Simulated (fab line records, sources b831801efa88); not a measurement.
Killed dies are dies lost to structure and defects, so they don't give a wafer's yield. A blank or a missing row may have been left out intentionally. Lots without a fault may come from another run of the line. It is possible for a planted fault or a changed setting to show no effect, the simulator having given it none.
A lot that was struck, set against a sound lot / flow sky130 / 16 steps out of a route of 708
Sound: wafers L961.4, L961.5, L961.6. The struck wafers were L967.1, L967.4, L967.5. The cause is named last.
Per side, at each step with rows, come the tool, then ch with its chambers, and then its first start. Under that, the readings that differ: sound wafers / struck wafers / difference of the means / sigmas: that difference in standard deviations of wafers without a fault.
alike: readings whose means differ by less than 2 such deviations, and words and numbers that are the same on both sides. not compared: withheld readings, readings that some wafer has no value for, bounds like >300 that may hide the same value, and numbers for which the record gives no deviation and whose values overlap.
The two part at a step that has a row with sigmas, a row that says differs or no value, or rows on one side only. When numbers do not overlap yet have no deviation, they are printed without sigmas and do not part them. A reading that every wafer of one side lacks parts them only if that side has two wafers or more.

first, 1 step without rows for these wafers: SKY_METAL5_CLEAN_19 (cleans in O3/DIW).
SKY_PASSIVATION_CVD_00: deposits SiO2, target thk 90 nm.
  sound on pecvd-02 ch 0,1,2, day 45 16:23; struck on pecvd-04 ch 0,2, day 47 04:16
  alike: heater-power-w
SKY_PASSIVATION_THK_MEAS_01:
  struck on film-metro-04, day 47 04:17; sound on film-metro-03, day 45 16:26
  alike: PASSIVATION_CVD_00_THK
SKY_PASSIVATION_CVD_02: deposits Si3N4, target thk 540 nm.
  sound on pecvd-04 ch 0,1,2, day 45 16:34; struck on pecvd-02 ch 0,1,2, day 47 04:21
reading=heater-power-w (W); sound=845 844 865; struck=587 595 473; difference=-300; sigmas=-2
SKY_PASSIVATION_THK_MEAS_03:
  struck on film-metro-03, day 47 04:34; sound on film-metro-02, day 45 16:43
  alike: PASSIVATION_CVD_02_THK
then, 7 steps without rows for these wafers: SKY_PASSIVATION_DEHYDRATE_04 (time 60 s); SKY_PASSIVATION_HMDS_05 (prime time 60 s); SKY_PASSIVATION_COAT_06 (resist thk 3000 nm); SKY_PASSIVATION_SOFTBAKE_07; SKY_PASSIVATION_EXPOSE_08 (exposes mask NSM, target cd 3000 nm); SKY_PASSIVATION_PEB_09; SKY_PASSIVATION_DEVELOP_10 (develop time 60 s).
SKY_PASSIVATION_ETCH_11: etches the open film in CF4/O2, stops on AlCu, target depth 725 nm, time 161.1 s.
  sound on rie-diel-02 ch 0,1,2, day 46 15:29; struck on rie-diel-02 ch 0,1,3, day 48 00:54
reading=oes-product-au (a.u.); sound=0.984 0.972 0.970; struck=0.888 0.879 0.879; difference=-0.093; sigmas=-13
reading=run-length-s (s); sound=190.1 189.6 189.2; struck=223.6 224.4 223.8; difference=+34.3; sigmas=+86
reading=model.coat_of_PASSIVATION_COAT_06.thk-nm (nm); sound=2522 2540 2527; struck=2394 2412 2400; difference=-128; sigmas=
  alike: O2_flow_sccm, drypump-motor-current-A, throttle-valve-pct
  not compared: rf-hours-counter-h
SKY_PASSIVATION_STRIP_12: strips in O2/N2.
  sound on plasma-asher-01 ch 0,1, day 46 15:34; struck on plasma-asher-04 ch 0,1, day 48 01:00
reading=strip-time-to-endpoint-s (s); sound=31.59 31.79 31.66; struck=30.09 30.32 30.19; difference=-1.48; sigmas=-11
  alike: drypump-motor-current-A, oes-product-au
  not compared: rf-hours-counter-h
then, 1 step without rows for these wafers: SKY_PAD_OPEN_DEHYDRATE_00 (time 60 s).
SKY_PAD_OPEN_PROBE_99:
  record: rows for the struck wafers here (prober-01, day 48 22:39), none for the sound ones

== WHERE THEY PART ==
Earliest at SKY_PASSIVATION_CVD_02; latest, in this record, at SKY_PAD_OPEN_PROBE_99.

WHY: what had been put in by the simulator
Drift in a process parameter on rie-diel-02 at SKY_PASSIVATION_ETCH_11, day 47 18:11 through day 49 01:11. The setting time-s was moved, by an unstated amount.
